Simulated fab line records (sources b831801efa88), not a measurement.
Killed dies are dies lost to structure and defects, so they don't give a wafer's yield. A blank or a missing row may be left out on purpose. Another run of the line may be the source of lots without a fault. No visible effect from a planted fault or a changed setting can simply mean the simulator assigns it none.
Matching of chambers + flow sfq line + cmp-02 running SFQ_TRILAYER_A5B_CMP_CMP_130: 4 sister chambers
The step polishes, stops on Nb, target thk 340.7 nm. 4 wafers are shown with their chamber, then 7 later ones without.

WAFERS PAIRED WITH THEIR CHAMBERS
| wafer  | chamber | motor current A (A) |
|--------|---------|---------------------|
| L616.4 | 2       | 9.4                 |
| L620.1 | 1       | 10.2                |
| L620.3 | 3       | 9.3                 |
| L625.5 | 0       | 9.2                 |

WAFERS WHOSE CHAMBER IS MISSING
| wafer  | motor current A (A) |
|--------|---------------------|
| L625.6 | 10.5                |
| L628.2 | 9.8                 |
| L628.4 | 9.8                 |
| L628.5 | 10.1                |
| L630.2 | 9.4                 |
| L630.4 | 9.4                 |
| L630.6 | 9.8                 |

CHAMBER TAKEN BY EACH
| wafer  | from the rows above               | in truth |
|--------|-----------------------------------|----------|
| L625.6 | 1                                 | 1        |
| L628.2 | can't be placed: 1 or 2 or 3 or 0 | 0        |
| L628.4 | can't be placed: 1 or 2 or 3 or 0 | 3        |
| L628.5 | 1                                 | 1        |
| L630.2 | can't be placed: 2 or 3 or 0      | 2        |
| L630.4 | can't be placed: 2 or 3 or 0      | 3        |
| L630.6 | can't be placed: 1 or 2 or 3 or 0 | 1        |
2 of 7 placed correctly. From these rows, 5 cannot be placed; in 5 the true chamber is one of the candidates. Number placed wrongly: 0.
How it was worked out, from the rows above alone: a wafer's distance from a chamber is the root of the sum, over the readings, of the square of ((its reading less the chamber's mean) divided by the reading's scatter). If the next closest chamber is less than 2 further off than the closest, the wafer can't be placed; otherwise it belongs to the closest. The mean given for a chamber averages the wafers shown for that chamber. The scatter: root of mean squared gap, hidden wafer to nearest shown wafer, with one shown wafer a chamber.
